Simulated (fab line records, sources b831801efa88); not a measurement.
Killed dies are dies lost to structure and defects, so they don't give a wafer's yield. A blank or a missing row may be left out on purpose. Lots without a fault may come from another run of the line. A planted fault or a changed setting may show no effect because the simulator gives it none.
A struck lot beside a sound one | flow sky130 | 42 steps out of a route of 708
Sound: wafers L648.2, L648.4, L648.6. Struck: wafers L661.1, L661.5, L661.6. The cause comes at the end.
At each step with rows: each side's tool, then ch and its chambers, then its first start. Under that, the readings that differ: sound wafers | struck wafers | difference of the means | sigmas: that difference in standard deviations of wafers without a fault.
alike: readings whose means differ by less than 2 such deviations, and words and numbers that are the same on both sides. not compared: withheld readings, readings that some wafer has no value for, bounds like >300 that may hide the same value, and numbers for which the record gives no deviation and whose values overlap.
The two part at a step that has a row with sigmas, a row that says differs or no value, or rows on one side only. Numbers that don't overlap but have no deviation are shown without sigmas and don't part them. A reading that every wafer of one side lacks parts them only if that side has two wafers or more.

SKY_RES_XHIGH_TW_MEAS_09:
  sound on film_metro-03, day 28 16:46; struck on film_metro-01, day 32 22:55
  alike: RES_XHIGH_TW
then, 7 steps without rows for these wafers: SKY_SD_N_DEHYDRATE_00 (time 60 s); SKY_SD_N_HMDS_01 (prime time 60 s); SKY_SD_N_COAT_02 (resist thk 1140 nm); SKY_SD_N_SOFTBAKE_03 (time 60 s); SKY_SD_N_EXPOSE_04 (exposes mask NSDM, target cd 380 nm); SKY_SD_N_PEB_05; SKY_SD_N_DEVELOP_06 (develop time 60 s).
SKY_SD_N_CD_MEAS_07: target cd 380 nm.
  sound on cd_sem-02, day 29 21:06; struck on cd_sem-01, day 34 02:14
  alike: cd_nm
SKY_SD_N_OVL_MEAS_08:
  sound on overlay-01, day 29 21:13; struck on overlay-02, day 34 02:21
  alike: SD_N_OVL
then, 2 steps without rows for these wafers: SKY_SD_N_IMPLANT_09; SKY_SD_N_IMPLANT_10.
SKY_SD_N_STRIP_11: strips in O2/N2.
  sound on plasma_asher-03 ch 0,1, day 29 21:32; struck on plasma_asher-03 ch 0,1, day 34 02:41
  reading               | sound             | struck            | difference | sigmas
  oes_product_au (a.u.) | 0.522 0.521 0.519 | 0.533 0.534 0.528 | +0.011     | +3
  alike: drypump_motor_current_A, strip_time_to_endpoint_s
  not compared: rf_hours_counter_h
SKY_SD_N_TW_MEAS_12:
  sound on film_metro-01, day 29 21:39; struck on film_metro-04, day 34 02:47
  alike: SD_N_TW
then, 1 step without rows for these wafers: SKY_SD_N_CLEAN_13 (cleans in SC1/SC2, time 150 s).
SKY_SD_N_RTA_14: time 2 s.
  sound on rtp_anneal-01 ch 0, day 29 21:46; struck on rtp_anneal-02 ch 0, day 34 02:54
  alike: chamber_o2_ppm, lamp_power_pct, wafer_temp_C_max
SKY_SD_N_RS_MEAS_16: measures by four-point-probe.
  sound on film_metro-01, day 29 21:56; struck on film_metro-01, day 34 03:04
  alike: SD_N_RS
SKY_SD_N_RS_MEAS_17: measures by four-point-probe.
  sound on film_metro-01, day 29 22:04; struck on film_metro-01, day 34 03:11
  alike: SD_P_RS
SKY_SD_N_RS_MEAS_18: measures by four-point-probe.
  sound on film_metro-01, day 29 22:11; struck on film_metro-01, day 34 03:19
  alike: RES_XHIGH_RS
then, 2 steps without rows for these wafers: SKY_SALICIDE_CLEAN_00 (cleans in HF-last, time 30 s); SKY_LI_CONTACT_HDPCVD_00 (deposits PSG, target thk 930 nm, time 155 s).
SKY_LI_CONTACT_THK_MEAS_01:
  sound on film_metro-04, day 29 22:25; struck on film_metro-03, day 34 03:33
  alike: LI_CONTACT_HDPCVD_THK
then, 1 step without rows for these wafers: SKY_LI_CONTACT_CMP_02 (polishes PSG).
SKY_LI_CONTACT_BOW_MEAS_03:
  sound on film_metro-03, day 29 22:47; struck on film_metro-01, day 34 03:55
  alike: LI_CONTACT_BOW
then, 8 steps without rows for these wafers: SKY_LI_CONTACT_DEHYDRATE_04 (time 60 s); SKY_LI_CONTACT_HMDS_05 (prime time 60 s); SKY_LI_CONTACT_COAT_06 (resist thk 60 nm); SKY_LI_CONTACT_COAT_07 (resist thk 450 nm); SKY_LI_CONTACT_SOFTBAKE_08 (time 90 s); SKY_LI_CONTACT_EXPOSE_09 (exposes mask LICM1, target cd 170 nm); SKY_LI_CONTACT_PEB_10; SKY_LI_CONTACT_DEVELOP_11 (develop time 60 s).
SKY_LI_CONTACT_CD_MEAS_12: target cd 170 nm.
  sound on cd_sem-01, day 31 03:17; struck on cd_sem-02, day 35 05:37
  alike: cd_nm
SKY_LI_CONTACT_OVL_MEAS_13:
  sound on overlay-02, day 31 03:23; struck on overlay-01, day 35 05:44
  alike: LI_CONTACT_OVL
then, 1 step without rows for these wafers: SKY_LI_CONTACT_ETCH_14 (etches BARC in N2/H2, stops on SiO2, time 45.9 s, target depth 60 nm).
SKY_LI_CONTACT_ETCH_15: etches PSG in C4F8/O2/Ar, stops on Si, target depth 600 nm.
  sound on rie_diel-03 ch 0,2,3, day 31 03:28; struck on rie_diel-03 ch 1,2, day 35 05:49
  alike: oes_product_au
SKY_LI_CONTACT_STRIP_16: strips in O2/N2.
  sound on plasma_asher-02 ch 0,1, day 31 03:32; struck on plasma_asher-01 ch 0,1, day 35 05:53
  alike: drypump_motor_current_A, oes_product_au, strip_time_to_endpoint_s
  not compared: rf_hours_counter_h
then, 2 steps without rows for these wafers: SKY_LI_CONTACT_CLEAN_17 (cleans in NMP, time 600 s); SKY_LI_CONTACT_PRE_CLEAN_18 (time 5.6 s).
SKY_LI_CONTACT_SPUTTER_19: material Ti, target thk 20 nm, time 106.37 s.
  sound on pvd_sputter-02, day 31 03:50; struck on pvd_sputter-02, day 35 06:12
  alike: substrate_temp_c, throttle_valve_pct
SKY_LI_CONTACT_SPUTTER_20: material TiN, target thk 20 nm, time 80 s.
  sound on pvd_sputter-02, day 31 03:55; struck on pvd_sputter-02, day 35 06:17
  alike: throttle_valve_pct
-- the record jumps here: 15 days lie between the struck wafers' starts before and after (it left off in module LI_CONTACT and takes up again in module PAD_OPEN, whose first step shown is number 708 of the route) --
SKY_PAD_OPEN_PROBE_99:
  the record has rows for the struck wafers here (prober-01, day 50 01:21) and none for the sound ones

WHERE THEY PART
First at SKY_SD_N_STRIP_11; last, within this record, at SKY_PAD_OPEN_PROBE_99.

WHY: what the simulator had put in
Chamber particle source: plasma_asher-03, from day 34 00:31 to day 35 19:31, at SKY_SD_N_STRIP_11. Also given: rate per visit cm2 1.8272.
